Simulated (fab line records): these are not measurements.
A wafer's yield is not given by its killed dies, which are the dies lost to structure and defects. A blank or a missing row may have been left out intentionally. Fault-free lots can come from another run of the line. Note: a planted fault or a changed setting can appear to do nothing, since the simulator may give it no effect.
Which tool was responsible? :: flow gf180mcu :: 7 lots, 21 wafers sampled, at 2 steps of a route of 602

## WHAT THE GAUGES SHOWED, per wafer
GF_HV_LDD_THK_MEAS_55.
lot: L432
measured: day 12 08:18
on: film_metro-03
HV_LDD_CVD_54_THK (nm): 10.13 10.16 10.12

lot: L435
measured: day 13 09:20
on: film_metro-04
HV_LDD_CVD_54_THK (nm): 9.93 9.90 9.94

lot: L437
measured: day 14 05:24
on: film_metro-01
HV_LDD_CVD_54_THK (nm): 10.04 10.04 10.08

lot: L439
measured: day 15 03:05
on: film_metro-01
HV_LDD_CVD_54_THK (nm): 9.91 9.93 9.90

lot: L449
measured: day 18 22:47
on: film_metro-01
HV_LDD_CVD_54_THK (nm): 10.11 10.12 9.96

lot: L451
measured: day 19 13:11
on: film_metro-01
HV_LDD_CVD_54_THK (nm): 9.99 9.88 9.85

lot: L454
measured: day 20 13:41
on: film_metro-04
HV_LDD_CVD_54_THK (nm): 10.41 10.19 10.32

## EACH LOT AND THE TOOL THAT RAN IT (in order: tool; ch and the chambers of the sampled wafers; start)
lot: L432
GF_STI_SOFTBAKE_08: litho_track-01 ch 0, day 2 01:05

lot: L435
GF_STI_SOFTBAKE_08: litho_track-02 ch 0, day 2 15:25

lot: L437
GF_STI_SOFTBAKE_08: litho_track-01 ch 0, day 3 01:41

lot: L439
GF_STI_SOFTBAKE_08: litho_track-01 ch 0, day 3 11:31

lot: L449
GF_STI_SOFTBAKE_08: litho_track-01 ch 0, day 5 18:14

lot: L451
GF_STI_SOFTBAKE_08: litho_track-04 ch 0, day 6 05:00

lot: L454
GF_STI_SOFTBAKE_08: litho_track-04 ch 0, day 6 19:40
- GF_STI_SOFTBAKE_08: time 60 s.

## THE ANSWER, worked out from the rows above alone
Rule: the lots themselves supply what counts as usual. Put in order of their means at a reading, lots are off if they are a third of the lots or fewer, leave a main group of 4 or more, and stand apart from it by a gap of 3 or more times the standard deviation of the main group's means; of several such gaps the widest counts. Not used: any main group whose means are identical at the precision the tables above print for the reading. A lot without any number at a reading at which 4 lots or more have one is off too. Where the step has rows for the other lots, those lots are counted as sound.
None of the lots is off at any reading shown; this tells nothing.

## WHAT THE SIMULATOR HAD PUT IN
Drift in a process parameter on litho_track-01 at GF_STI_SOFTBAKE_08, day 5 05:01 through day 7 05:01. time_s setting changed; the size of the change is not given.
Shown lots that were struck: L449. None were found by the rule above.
